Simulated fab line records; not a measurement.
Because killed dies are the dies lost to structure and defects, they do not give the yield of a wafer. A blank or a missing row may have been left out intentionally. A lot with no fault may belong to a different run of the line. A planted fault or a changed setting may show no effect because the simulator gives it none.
A struck lot beside a sound one    flow gf180mcu    14 steps out of a route of 602
Sound: wafers L151.2, L151.3, L151.4. Struck: wafers L167.5, L167.6. The cause comes at the end.
Each step with rows lists, per side, the tool, then ch with its chambers, then its first start. Under that, the readings that differ: sound wafers    struck wafers    difference of the means    sigmas: that difference in standard deviations of wafers without a fault.
alike: words and numbers the same on both sides, and readings whose means are apart by under 2 such deviations; not compared: readings that were withheld, readings missing a value for some wafer, numbers with overlapping values and no deviation given by the record, and bounds like >300 which may hide the same value.
The two part at a step that has a row with sigmas, a row that says differs or no value, or rows on one side only. Non-overlapping numbers with no deviation appear without sigmas and do not part them. Lack of a reading on every wafer of one side parts them only where that side has two or more wafers.

GF_MIM_STRIP_20: strips in O2/N2.
  sound on plasmaAsher-03 ch 0,1, day 25 16:42; struck on plasmaAsher-03 ch 0,1, day 30 09:17
  alike: drypumpMotorCurrentA, heaterPowerW, n2FlowSccm, oesProductAu, stripTimeToEndpointS
  not compared: rfHoursCounterH
then, 9 steps without rows for these wafers: GF_MIM_STRIP_21 (strips in post etch residue remover, time 1200 s); GF_MIM_CLEAN_22 (cleans in DIW); GF_M5_DEHYDRATE_00 (time 60 s); GF_M5_HMDS_01 (prime time 60 s); GF_M5_COAT_02 (resist thk 1000 nm); GF_M5_SOFTBAKE_03 (time 60 s); GF_M5_EXPOSE_04 (exposes mask Metal5, target cd 280 nm); GF_M5_PEB_05 (peb time 90 s); GF_M5_DEVELOP_06 (develop time 60 s).
GF_M5_CD_MEAS_07: the cd target is 280 nm.
  struck on cdSem-02, day 31 03:42; sound on cdSem-01, day 26 14:44
  alike: cdNm
GF_M5_OVL_MEAS_08:
  struck on overlay-02, day 31 03:46; sound on overlay-01, day 26 14:51
  alike: M5_OVL
GF_M5_ETCH_09: etches Si3N4 in CF4/O2, target depth 52 nm, time 11.6 s.
  sound on rieDiel-02 ch 0,2,3, day 26 14:53; struck on rieDiel-03 ch 0,3, day 31 03:47
reading                             sound              struck       difference                     sigmas
oesProductAu (a.u.)                 0.965 1.003 1.009  0.901 0.894  -0.095                         -6
rfHoursCounterH (h)                 6 65 8             - -          no value on the struck wafers  
throttleValvePct (%)                5.961 5.969 5.964  5.947 5.940  -0.021                         -2
model.etch.depthNm (nm)             49.38 51.56 52.38  43.7 43.35   -7.6                           
model.KrF_of_M5_COAT_02.thkNm (nm)  949.6 952.3 950.8  957.2 959.4  +7.4                           
  alike: O2_flow_sccm, drypumpMotorCurrentA
GF_M5_METAL_ETCH_10: etches the open film in Cl2/BCl3, stops on SiO2, target depth 750.8 nm, time 125.1 s.
  sound on rieMetal-01 ch 0,1, day 26 14:54; struck on rieMetal-01 ch 0,1, day 31 03:53
  alike: drypumpMotorCurrentA, heBacksideLeakSccm, oesProductAu, throttleValvePct
  not compared: rfHoursCounterH

== WHERE THEY PART ==
Within this record, at GF_M5_ETCH_09 only. Later steps at which nothing parts them and some readings are alike: GF_M5_METAL_ETCH_10.

WHY: whatever the simulator had introduced
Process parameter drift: rieDiel-03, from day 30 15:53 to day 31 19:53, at GF_M5_ETCH_09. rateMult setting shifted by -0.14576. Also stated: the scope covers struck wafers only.
